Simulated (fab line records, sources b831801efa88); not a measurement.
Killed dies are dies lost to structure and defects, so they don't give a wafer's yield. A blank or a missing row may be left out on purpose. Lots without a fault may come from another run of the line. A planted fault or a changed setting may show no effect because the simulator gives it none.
fab line records | flow sky130 | part 1 of 2: steps 1 to 29 of 40
record lots=5 wafers=15 last_day=49
route steps=708 shown VT_ADJUST_HVTP@93 VT_ADJUST_LVTN@97 VT_ADJUST_NCORE@119 VT_ADJUST_HVTR@131
lots that met no fault: from a run of the same line without faults
start_h: hours from the record's first day to the start of the lot's first wafer shown | wait_h: hours since the lot's step before | " the same as in the row above | L1.1+2: a row that stands for several wafers | - no value, or no start given | * or withheld: withheld | < > ~ a bound
route shown NAME@n: a module of which the file shows steps, and the number in the route of the first | usual: mean/standard deviation of fault-free wafers | same: alike in all rows | chamber/n: place in a boat | sites: the reading at each site | _std_site: their standard deviation | _edge_site: outer sites' mean less inner sites' | radius_mm: how far each site lies from the wafer's centre | mask NAME#n: copy n | behind: the tool/chamber that last shaped the wafer | hold: why the lot was held/for how many hours/how that ended | device: the transistor (n, p or np) that didn't switch | end of line: the same wafers' tests at the end of the route | a step without rows: its recipe alone | killed: dies lost to structure and defects at the first sort, not the wafer's yield | map: a wafer's dies, x killed, . not, _ none there
set.NAME: the setting as run; set.NAME@STEP: as run at that earlier step | model.NAME: the simulator's own value behind a step, which no gauge read
lots at some steps of the route; a table a step, a row a wafer
services: from which hour (start_h, from the record's first day; less than 0 if before it) a tool's chamber was out of use, for how many hours, and why
## steps
# step SKY_VT_ADJUST_HVTP_OVL_MEAS_08
# usual VT_ADJUST_HVTP_OVL=0.4/1.2
# columns lot.wafer tool chamber start_h wait_h VT_ADJUST_HVTP_OVL[nm]
L076.1 overlay-02 - 134.53 0.1 -0.2
L076.2 " - " " 1.8
L076.3 " - " " 0.8
L081.1 overlay-01 - 172.24 0.1 -1.4
L081.2 " - " " 1.5
L081.4 " - " " -0.3
L086.2 overlay-02 - 198.98 0.1 1.2
L086.4 " - " " 1.8
L086.5 " - " " 0.0
L090.2 overlay-02 - 223.93 0.1 -1.5
L090.4 " - " " -1.0
L090.5 " - " " -0.7
L092.3 overlay-02 - 237.39 0.1 -1.3
L092.4 " - " " 0.4
L092.5 " - " " -2.0
# step SKY_VT_ADJUST_HVTP_IMPLANT_09
# recipe species=As energy_kev=150 dose_cm2=4.3e+12 tilt_deg=withheld
# usual beam_energy_keV=150.00/0.045
# columns lot.wafer tool chamber start_h wait_h beam_energy_keV
L076.1 implanter-02 0 134.56 0.0 149.99
L076.2 " 0 " " 150.06
L076.3 " 0 " " 150.04
L081.1 implanter-01 0 172.28 0.0 149.94
L081.2 " 0 " " 149.98
L081.4 " 0 " " 149.93
L086.2 implanter-01 0 199.04 0.0 150.03
L086.4 " 0 " " 149.99
L086.5 " 0 " " 150.05
L090.2 implanter-01 0 223.98 0.0 149.97
L090.4 " 0 " " 149.96
L090.5 " 0 " " 149.99
L092.3 implanter-02 0 237.46 0.1 150.01
L092.4 " 0 " " 150.01
L092.5 " 0 " " 150.00
# step SKY_VT_ADJUST_HVTP_STRIP_10
# recipe chemistry=O2/N2 power_w=1400 pressure_mtorr=1500 platen_temp_c=withheld o2_flow_sccm=3000 n2_flow_sccm=300 overash_fraction=0.5
# usual drypump_motor_current_A=5.88/0.11 oes_product_au=0.715/0.0049 strip_time_to_endpoint_s=14.20/0.042
# same overash_fraction=0.5
# columns lot.wafer tool chamber start_h wait_h drypump_motor_current_A oes_product_au rf_hours_counter_h strip_time_to_endpoint_s
L076.1 plasma_asher-03 1 134.71 0.1 5.82 0.715 45 14.18
L076.2 " 0 " " 5.95 0.714 45 14.19
L076.3 " 0 " " 5.97 0.720 - 14.22
L081.1 plasma_asher-03 1 172.43 0.1 5.85 0.718 49 14.21
L081.2 " 0 " " 5.97 0.720 49 14.23
L081.4 " 1 " " 5.89 0.708 - 14.24
L086.2 plasma_asher-02 0 199.16 0.1 6.01 0.714 35 14.20
L086.4 " 0 " " 5.98 0.719 - 14.16
L086.5 " 1 " " 5.70 0.717 - 14.22
L090.2 plasma_asher-02 0 224.11 0.1 5.98 0.716 37 14.17
L090.4 " 1 " " 5.71 0.717 - 14.18
L090.5 " 1 " " 5.70 0.721 - 14.18
L092.3 plasma_asher-01 0 237.60 0.1 5.86 0.722 - 14.23
L092.4 " 1 " " 5.81 0.724 - 14.26
L092.5 " 0 " " 5.87 0.717 - 14.23
# step SKY_VT_ADJUST_HVTP_TW_MEAS_11
# usual VT_ADJUST_HVTP_TW=1357/5.7
# columns lot.wafer tool chamber start_h wait_h VT_ADJUST_HVTP_TW
L076.1 film_metro-03 - 134.81 0.1 1362
L076.2 " - " " 1359
L076.3 " - " " 1366
L081.1 film_metro-04 - 172.53 0.1 1360
L081.2 " - " " 1363
L081.4 " - " " 1360
L086.2 film_metro-03 - 199.27 0.1 1358
L086.4 " - " " 1361
L086.5 " - " " 1364
L090.2 film_metro-01 - 224.22 0.1 1351
L090.4 " - " " 1354
L090.5 " - " " 1346
L092.3 film_metro-03 - 237.68 0.1 1361
L092.4 " - " " 1363
L092.5 " - " " 1358
# step SKY_VT_ADJUST_LVTN_DEHYDRATE_00
# recipe temp_c=200 time_s=60
# columns lot.wafer tool chamber start_h wait_h
L076.1+2+3 litho_track-04 0 144.35 9.5
L081.1+2+4 litho_track-02 0 182.32 9.8
L086.2+4+5 litho_track-02 0 209.50 10.2
L090.2+4+5 litho_track-03 0 235.38 11.2
L092.3+4+5 litho_track-02 0 248.92 11.2
# step SKY_VT_ADJUST_LVTN_HMDS_01
# recipe prime_time_s=60 prime_temp_c=120
# columns lot.wafer tool chamber start_h wait_h
L076.1+2+3 litho_track-04 0 144.50 0.1
L081.1+2+4 litho_track-02 0 182.47 0.1
L086.2+4+5 litho_track-02 0 209.65 0.1
L090.2+4+5 litho_track-03 0 235.53 0.1
L092.3+4+5 litho_track-02 0 249.07 0.1
# step SKY_VT_ADJUST_LVTN_COAT_02
# recipe spin_rpm=2000 resist_thk_nm=3000
# columns lot.wafer tool chamber start_h wait_h
L076.1+2+3 litho_track-04 0 144.65 0.1
L081.1+2+4 litho_track-02 0 182.62 0.1
L086.2+4+5 litho_track-02 0 209.80 0.1
L090.2+4+5 litho_track-03 0 235.68 0.1
L092.3+4+5 litho_track-02 0 249.22 0.1
# step SKY_VT_ADJUST_LVTN_SOFTBAKE_03
# recipe temp_c=110 time_s=withheld
# columns lot.wafer tool chamber start_h wait_h
L076.1+2+3 litho_track-04 0 144.80 0.1
L081.1+2+4 litho_track-02 0 182.77 0.1
L086.2+4+5 litho_track-02 0 209.96 0.1
L090.2+4+5 litho_track-03 0 235.84 0.1
L092.3+4+5 litho_track-02 0 249.39 0.1
# step SKY_VT_ADJUST_LVTN_EXPOSE_04
# recipe mask_id=NWM_COMPLEMENT_LESS_NATIVE na=0.6 source_shape=conventional sigma_outer=0.6 polarization=unpolarized target_cd_nm=840 dose_mj=194
# usual reticle_temp_C=23.00/0.09
# columns lot.wafer tool chamber start_h wait_h mask reticle_temp_C
L076.1 iline_stepper-01 0 - - NWM_COMPLEMENT_LESS_NATIVE#0 23.00
L076.2 " 0 " " NWM_COMPLEMENT_LESS_NATIVE#0 23.04
L076.3 " 0 " " NWM_COMPLEMENT_LESS_NATIVE#0 23.19
L081.1 iline_stepper-02 0 - - NWM_COMPLEMENT_LESS_NATIVE#0 22.98
L081.2 " 0 " " NWM_COMPLEMENT_LESS_NATIVE#0 23.07
L081.4 " 0 " " NWM_COMPLEMENT_LESS_NATIVE#0 22.96
L086.2 iline_stepper-02 0 - - NWM_COMPLEMENT_LESS_NATIVE#0 22.80
L086.4 " 0 " " NWM_COMPLEMENT_LESS_NATIVE#0 22.97
L086.5 " 0 " " NWM_COMPLEMENT_LESS_NATIVE#0 23.01
L090.2 iline_stepper-02 0 - - NWM_COMPLEMENT_LESS_NATIVE#0 22.81
L090.4 " 0 " " NWM_COMPLEMENT_LESS_NATIVE#0 22.79
L090.5 " 0 " " NWM_COMPLEMENT_LESS_NATIVE#0 22.96
L092.3 iline_stepper-02 0 - - NWM_COMPLEMENT_LESS_NATIVE#0 23.03
L092.4 " 0 " " NWM_COMPLEMENT_LESS_NATIVE#0 23.00
L092.5 " 0 " " NWM_COMPLEMENT_LESS_NATIVE#0 22.93
# step SKY_VT_ADJUST_LVTN_PEB_05
# recipe temp_c=115 time_s=withheld
# columns lot.wafer tool chamber start_h wait_h
L076.1+2+3 litho_track-03 0 - -
L081.1+2+4 litho_track-03 0 - -
L086.2+4+5 litho_track-02 0 - -
L090.2+4+5 litho_track-03 0 - -
L092.3+4+5 litho_track-03 0 - -
# step SKY_VT_ADJUST_LVTN_DEVELOP_06
# recipe wall_angle_deg=90 developer=TMAH develop_time_s=60 dev_temp_c=23
# usual developer_temp_C=22.98/0.1
# same develop_time_s=60
# columns lot.wafer tool chamber start_h wait_h developer_temp_C
L076.1 litho_track-03 0 - - 23.15
L076.2 " 0 " " 23.18
L076.3 " 0 " " 22.98
L081.1 litho_track-03 0 - - 23.00
L081.2 " 0 " " 23.16
L081.4 " 0 " " 23.04
L086.2 litho_track-02 0 - - 22.78
L086.4 " 0 " " 23.04
L086.5 " 0 " " 22.95
L090.2 litho_track-03 0 - - 23.22
L090.4 " 0 " " 23.10
L090.5 " 0 " " 23.10
L092.3 litho_track-03 0 - - 22.92
L092.4 " 0 " " 22.91
L092.5 " 0 " " 22.98
# step SKY_VT_ADJUST_LVTN_OVL_MEAS_07
# usual VT_ADJUST_LVTN_OVL=-1.1/1.4
# columns lot.wafer tool chamber start_h wait_h VT_ADJUST_LVTN_OVL[nm]
L076.1 overlay-02 - 155.16 - -5.7
L076.2 " - " " -3.4
L076.3 " - " " -3.7
L081.1 overlay-01 - 193.26 - -1.8
L081.2 " - " " -0.6
L081.4 " - " " 1.0
L086.2 overlay-01 - 221.13 - -0.7
L086.4 " - " " 1.2
L086.5 " - " " -1.7
L090.2 overlay-01 - 247.36 - -1.1
L090.4 " - " " -1.6
L090.5 " - " " -2.1
L092.3 overlay-01 - 261.02 - 1.9
L092.4 " - " " -0.3
L092.5 " - " " 1.9
# step SKY_VT_ADJUST_LVTN_IMPLANT_08
# recipe species=B energy_kev=30 dose_cm2=1.57e+12 tilt_deg=withheld
# usual beam_energy_keV=30.000/0.0095
# columns lot.wafer tool chamber start_h wait_h beam_energy_keV
L076.1 implanter-01 0 155.19 0.0 30.011
L076.2 " 0 " " 30.012
L076.3 " 0 " " 29.991
L081.1 implanter-03 0 193.29 0.0 30.019
L081.2 " 0 " " 30.002
L081.4 " 0 " " 29.997
L086.2 implanter-03 0 221.18 0.0 30.004
L086.4 " 0 " " 30.002
L086.5 " 0 " " 29.998
L090.2 implanter-01 0 247.42 0.0 30.015
L090.4 " 0 " " 30.007
L090.5 " 0 " " 30.023
L092.3 implanter-04 0 261.09 0.1 29.993
L092.4 " 0 " " 29.998
L092.5 " 0 " " 29.996
# step SKY_VT_ADJUST_LVTN_STRIP_09
# recipe chemistry=O2/N2 power_w=1400 pressure_mtorr=1500 platen_temp_c=withheld o2_flow_sccm=3000 n2_flow_sccm=300 overash_fraction=0.5
# usual drypump_motor_current_A=5.78/0.27 oes_product_au=0.723/0.0048 strip_time_to_endpoint_s=37.00/0.1
# same overash_fraction=0.5
# columns lot.wafer tool chamber start_h wait_h drypump_motor_current_A oes_product_au rf_hours_counter_h strip_time_to_endpoint_s
L076.1 plasma_asher-03 1 155.34 0.1 5.87 0.719 47 36.99
L076.2 " 0 " " 5.97 0.723 47 36.96
L076.3 " 1 " " 5.86 0.730 - 36.95
L081.1 plasma_asher-03 0 193.44 0.1 5.94 0.720 51 37.09
L081.2 " 1 " " 5.86 0.715 51 37.14
L081.4 " 1 " " 5.85 0.729 - 37.12
L086.2 plasma_asher-01 0 221.31 0.1 5.89 0.726 9 36.94
L086.4 " 0 " " 5.88 0.721 - 36.98
L086.5 " 1 " " 5.82 0.717 - 36.99
L090.2 plasma_asher-04 1 247.54 0.1 4.98 0.726 57 37.06
L090.4 " 1 " " 4.99 0.724 - 37.01
L090.5 " 1 " " 4.98 0.720 - 37.04
L092.3 plasma_asher-03 1 261.23 0.1 5.86 0.722 - 36.92
L092.4 " 0 " " 5.99 0.718 - 36.80
L092.5 " 1 " " 5.87 0.722 - 36.82
# step SKY_VT_ADJUST_LVTN_TW_MEAS_10
# usual VT_ADJUST_LVTN_TW=240.7/2
# columns lot.wafer tool chamber start_h wait_h VT_ADJUST_LVTN_TW
L076.1 film_metro-01 - 155.44 0.1 242.4
L076.2 " - " " 241.5
L076.3 " - " " 240.9
L081.1 film_metro-01 - 193.54 0.1 241.2
L081.2 " - " " 241.5
L081.4 " - " " 240.1
L086.2 film_metro-01 - 221.42 0.1 239.1
L086.4 " - " " 240.5
L086.5 " - " " 239.8
L090.2 film_metro-02 - 247.65 0.1 237.1
L090.4 " - " " 238.7
L090.5 " - " " 236.2
L092.3 film_metro-01 - 261.31 0.1 239.2
L092.4 " - " " 238.6
L092.5 " - " " 240.7
# step SKY_VT_ADJUST_LVTN_DEHYDRATE_11
# recipe temp_c=200 time_s=60
# columns lot.wafer tool chamber start_h wait_h
L076.1+2+3 litho_track-03 0 165.06 9.6
L081.1+2+4 litho_track-03 0 203.46 9.9
L086.2+4+5 litho_track-02 0 231.85 10.4
L090.2+4+5 litho_track-02 0 258.45 10.8
L092.3+4+5 litho_track-03 0 273.81 12.5
# step SKY_VT_ADJUST_LVTN_HMDS_12
# recipe prime_time_s=60 prime_temp_c=120
# columns lot.wafer tool chamber start_h wait_h
L076.1+2+3 litho_track-03 0 165.21 0.1
L081.1+2+4 litho_track-03 0 203.61 0.1
L086.2+4+5 litho_track-02 0 232.00 0.1
L090.2+4+5 litho_track-02 0 258.60 0.1
L092.3+4+5 litho_track-03 0 273.96 0.1
# step SKY_VT_ADJUST_LVTN_COAT_13
# recipe resist=NOVOLAK spin_rpm=3000 resist_thk_nm=1140
# columns lot.wafer tool chamber start_h wait_h
L076.1+2+3 litho_track-03 0 165.36 0.1
L081.1+2+4 litho_track-03 0 203.76 0.1
L086.2+4+5 litho_track-02 0 232.15 0.1
L090.2+4+5 litho_track-02 0 258.75 0.1
L092.3+4+5 litho_track-03 0 274.11 0.1
# step SKY_VT_ADJUST_LVTN_SOFTBAKE_14
# recipe temp_c=90 time_s=60 resist=NOVOLAK
# columns lot.wafer tool chamber start_h wait_h
L076.1+2+3 litho_track-03 0 165.51 0.1
L081.1+2+4 litho_track-03 0 203.91 0.1
L086.2+4+5 litho_track-02 0 232.30 0.1
L090.2+4+5 litho_track-02 0 258.90 0.1
L092.3+4+5 litho_track-03 0 274.26 0.1
# step SKY_VT_ADJUST_LVTN_EXPOSE_15
# recipe mask_id=HVN_STD_DERIVED na=0.6 source_shape=conventional sigma_outer=0.6 polarization=unpolarized target_cd_nm=600 dose_mj=163
# usual reticle_temp_C=23.03/0.1
# columns lot.wafer tool chamber start_h wait_h mask reticle_temp_C
L076.1 iline_stepper-01 0 - - HVN_STD_DERIVED#0 23.02
L076.2 " 0 " " HVN_STD_DERIVED#0 22.90
L076.3 " 0 " " HVN_STD_DERIVED#0 22.96
L081.1 iline_stepper-01 0 - - HVN_STD_DERIVED#0 23.13
L081.2 " 0 " " HVN_STD_DERIVED#0 23.08
L081.4 " 0 " " HVN_STD_DERIVED#0 22.99
L086.2 iline_stepper-01 0 - - HVN_STD_DERIVED#0 23.08
L086.4 " 0 " " HVN_STD_DERIVED#0 23.15
L086.5 " 0 " " HVN_STD_DERIVED#0 22.96
L090.2 iline_stepper-01 0 - - HVN_STD_DERIVED#0 22.95
L090.4 " 0 " " HVN_STD_DERIVED#0 22.98
L090.5 " 0 " " HVN_STD_DERIVED#0 23.07
L092.3 iline_stepper-02 0 - - HVN_STD_DERIVED#0 23.09
L092.4 " 0 " " HVN_STD_DERIVED#0 23.15
L092.5 " 0 " " HVN_STD_DERIVED#0 23.23
# step SKY_VT_ADJUST_LVTN_PEB_16
# recipe temp_c=withheld time_s=* resist=NOVOLAK
# columns lot.wafer tool chamber start_h wait_h
L076.1+2+3 litho_track-03 0 - -
L081.1+2+4 litho_track-02 0 - -
L086.2+4+5 litho_track-03 0 - -
L090.2+4+5 litho_track-04 0 - -
L092.3+4+5 litho_track-03 0 - -
# step SKY_VT_ADJUST_LVTN_DEVELOP_17
# recipe resist=NOVOLAK developer=TMAH develop_time_s=60 dev_temp_c=23
# usual developer_temp_C=22.97/0.11
# same develop_time_s=60
# columns lot.wafer tool chamber start_h wait_h developer_temp_C
L076.1 litho_track-03 0 175.66 0.1 23.16
L076.2 " 0 " " 23.12
L076.3 " 0 " " 23.11
L081.1 litho_track-02 0 214.32 0.1 22.90
L081.2 " 0 " " 23.07
L081.4 " 0 " " 23.06
L086.2 litho_track-03 0 244.23 0.1 22.93
L086.4 " 0 " " 22.97
L086.5 " 0 " " 22.98
L090.2 litho_track-04 0 271.52 0.1 23.06
L090.4 " 0 " " 23.06
L090.5 " 0 " " 22.99
L092.3 litho_track-03 0 286.31 0.1 23.01
L092.4 " 0 " " 22.77
L092.5 " 0 " " 22.90
# step SKY_VT_ADJUST_LVTN_OVL_MEAS_18
# usual VT_ADJUST_LVTN_01_OVL=0.1/1.5
# columns lot.wafer tool chamber start_h wait_h VT_ADJUST_LVTN_01_OVL[nm]
L076.1 overlay-01 - 175.81 0.1 -0.8
L076.2 " - " " -0.5
L076.3 " - " " -0.9
L081.1 overlay-01 - 214.47 0.1 -0.5
L081.2 " - " " 1.3
L081.4 " - " " 0.8
L086.2 overlay-02 - 244.36 0.1 -0.2
L086.4 " - " " 2.0
L086.5 " - " " 1.0
L090.2 overlay-01 - 271.65 0.1 -0.8
L090.4 " - " " -3.6
L090.5 " - " " -1.4
L092.3 overlay-02 - 286.42 0.1 2.4
L092.4 " - " " 3.4
L092.5 " - " " 4.7
# step SKY_VT_ADJUST_LVTN_IMPLANT_19
# recipe species=B energy_kev=30 dose_cm2=6.5e+11 tilt_deg=withheld
# usual beam_energy_keV=30.000/0.01
# columns lot.wafer tool chamber start_h wait_h beam_energy_keV
L076.1 implanter-03 0 175.84 0.0 29.997
L076.2 " 0 " " 30.007
L076.3 " 0 " " 30.009
L081.1 implanter-01 0 214.51 0.0 29.996
L081.2 " 0 " " 30.017
L081.4 " 0 " " 29.999
L086.2 implanter-03 0 244.42 0.0 30.014
L086.4 " 0 " " 30.006
L086.5 " 0 " " 30.004
L090.2 implanter-04 0 271.71 0.0 30.002
L090.4 " 0 " " 29.997
L090.5 " 0 " " 29.993
L092.3 implanter-04 0 286.49 0.1 30.000
L092.4 " 0 " " 30.000
L092.5 " 0 " " 30.004
# step SKY_VT_ADJUST_LVTN_STRIP_20
# recipe chemistry=O2/N2 power_w=1400 pressure_mtorr=1500 platen_temp_c=withheld o2_flow_sccm=3000 n2_flow_sccm=300 overash_fraction=0.5
# usual drypump_motor_current_A=5.7/0.33 oes_product_au=0.716/0.0046 strip_time_to_endpoint_s=14.20/0.042
# same overash_fraction=0.5
# columns lot.wafer tool chamber start_h wait_h drypump_motor_current_A oes_product_au rf_hours_counter_h strip_time_to_endpoint_s
L076.1 plasma_asher-01 0 175.99 0.1 5.9 0.721 5 14.24
L076.2 " 1 " " 5.8 0.723 5 14.21
L076.3 " 0 " " 5.9 0.720 - 14.25
L081.1 plasma_asher-01 1 214.66 0.1 5.8 0.705 8 14.19
L081.2 " 0 " " 5.9 0.716 8 14.14
L081.4 " 0 " " 5.9 0.718 - 14.14
L086.2 plasma_asher-04 1 244.54 0.1 5.0 0.713 57 14.22
L086.4 " 1 " " 5.0 0.720 - 14.21
L086.5 " 0 " " 5.7 0.716 - 14.21
L090.2 plasma_asher-03 0 271.83 0.1 6.0 0.713 59 14.18
L090.4 " 0 " " 6.0 0.725 - 14.20
L090.5 " 0 " " 6.0 0.713 - 14.17
L092.3 plasma_asher-03 0 286.63 0.1 5.9 0.717 - 14.18
L092.4 " 1 " " 5.9 0.715 - 14.19
L092.5 " 0 " " 6.0 0.711 - 14.19
# step SKY_VT_ADJUST_LVTN_TW_MEAS_21
# usual VT_ADJUST_LVTN_2_TW=186.8/1.9
# columns lot.wafer tool chamber start_h wait_h VT_ADJUST_LVTN_2_TW
L076.1 film_metro-02 - 176.09 0.1 185.2
L076.2 " - " " 185.1
L076.3 " - " " 184.3
L081.1 film_metro-02 - 215.00 0.3 185.3
L081.2 " - " " 185.2
L081.4 " - " " 184.5
L086.2 film_metro-04 - 244.65 0.1 188.7
L086.4 " - " " 189.4
L086.5 " - " " 191.3
L090.2 film_metro-04 - 271.94 0.1 188.3
L090.4 " - " " 188.9
L090.5 " - " " 188.5
L092.3 film_metro-02 - 286.71 0.1 184.2
L092.4 " - " " 184.5
L092.5 " - " " 184.7
# step SKY_VT_ADJUST_NCORE_DEHYDRATE_00
# recipe temp_c=200 time_s=60
# columns lot.wafer tool chamber start_h wait_h
L076.1+2+3 litho_track-02 0 185.97 9.9
L081.1+2+4 litho_track-04 0 225.45 10.4
L086.2+4+5 litho_track-01 0 255.92 11.3
L090.2+4+5 litho_track-04 0 284.22 12.3
L092.3+4+5 litho_track-04 0 298.85 12.1
# step SKY_VT_ADJUST_NCORE_HMDS_01
# recipe prime_time_s=60 prime_temp_c=120
# columns lot.wafer tool chamber start_h wait_h
L076.1+2+3 litho_track-02 0 186.12 0.1
L081.1+2+4 litho_track-04 0 225.60 0.1
L086.2+4+5 litho_track-01 0 256.07 0.1
L090.2+4+5 litho_track-04 0 284.37 0.1
L092.3+4+5 litho_track-04 0 299.00 0.1
# step SKY_VT_ADJUST_NCORE_COAT_02
# recipe resist=NOVOLAK spin_rpm=3000 resist_thk_nm=1140
# columns lot.wafer tool chamber start_h wait_h
L076.1+2+3 litho_track-02 0 186.27 0.1
L081.1+2+4 litho_track-04 0 225.75 0.1
L086.2+4+5 litho_track-01 0 256.22 0.1
L090.2+4+5 litho_track-04 0 284.52 0.1
L092.3+4+5 litho_track-04 0 299.15 0.1
